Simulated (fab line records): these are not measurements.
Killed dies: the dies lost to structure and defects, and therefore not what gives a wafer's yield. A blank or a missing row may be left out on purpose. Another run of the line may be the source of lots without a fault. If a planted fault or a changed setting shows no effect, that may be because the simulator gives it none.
Matching of chambers    flow sky130    SKY_NWELL_CLEAN_27 on wet_bench-03 has 3 sister chambers
The step cleans in SC1/SC2, time 150 s. 16 wafers are shown with their chamber, then 8 later ones without.

== EACH WAFER AND ITS CHAMBER ==
wafer   chamber  bath_guard_temp_C (C)
L248.1  0        70.4
L248.2  0        69.9
L248.6  0        70.3
L250.1  1        69.7
L250.3  1        69.5
L250.5  1        69.7
L251.2  2        70.1
L251.4  2        70.1
L251.5  2        70.1
L253.1  0        70.2
L253.2  0        70.3
L253.3  0        70.2
L264.4  0        70.4
L264.5  0        69.9
L264.6  0        70.4
L265.2  2        70.0

SIGNATURES (means of the wafers above)
reading            chamber 0  chamber 1  chamber 2  scatter within a chamber
bath_guard_temp_C  70.222     69.633     70.075     0.164
Rule: distance of a wafer from a chamber = root of the sum over the readings of ((wafer's reading minus chamber's mean) / reading's scatter) squared. The wafer belongs to the nearest chamber; if the next one is less than 2 further off, it can't be placed. The scatter is the square root of a quotient: the sum, over the shown wafers, of each reading's squared deviation from its chamber's mean, divided by wafers minus chambers.

== WAFERS WHOSE CHAMBER IS MISSING ==
wafer   bath_guard_temp_C (C)
L265.3  69.9
L265.6  70.3
L269.1  69.8
L269.5  69.7
L269.6  70.2
L270.2  70.2
L270.4  69.9
L270.6  70.1

== EACH ONE'S CHAMBER ==
wafer   from the rows above           in truth
L265.3  can't be placed: 2 or 1 or 0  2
L265.6  can't be placed: 0 or 2       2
L269.1  can't be placed: 1 or 2 or 0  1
L269.5  can't be placed: 1 or 2       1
L269.6  can't be placed: 0 or 2       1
L270.2  can't be placed: 0 or 2       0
L270.4  can't be placed: 2 or 1 or 0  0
L270.6  can't be placed: 2 or 0       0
Correctly placed: 0 of 8. From these rows, 8 cannot be placed; in 7 the true chamber is one of the candidates. 0 placed wrongly.
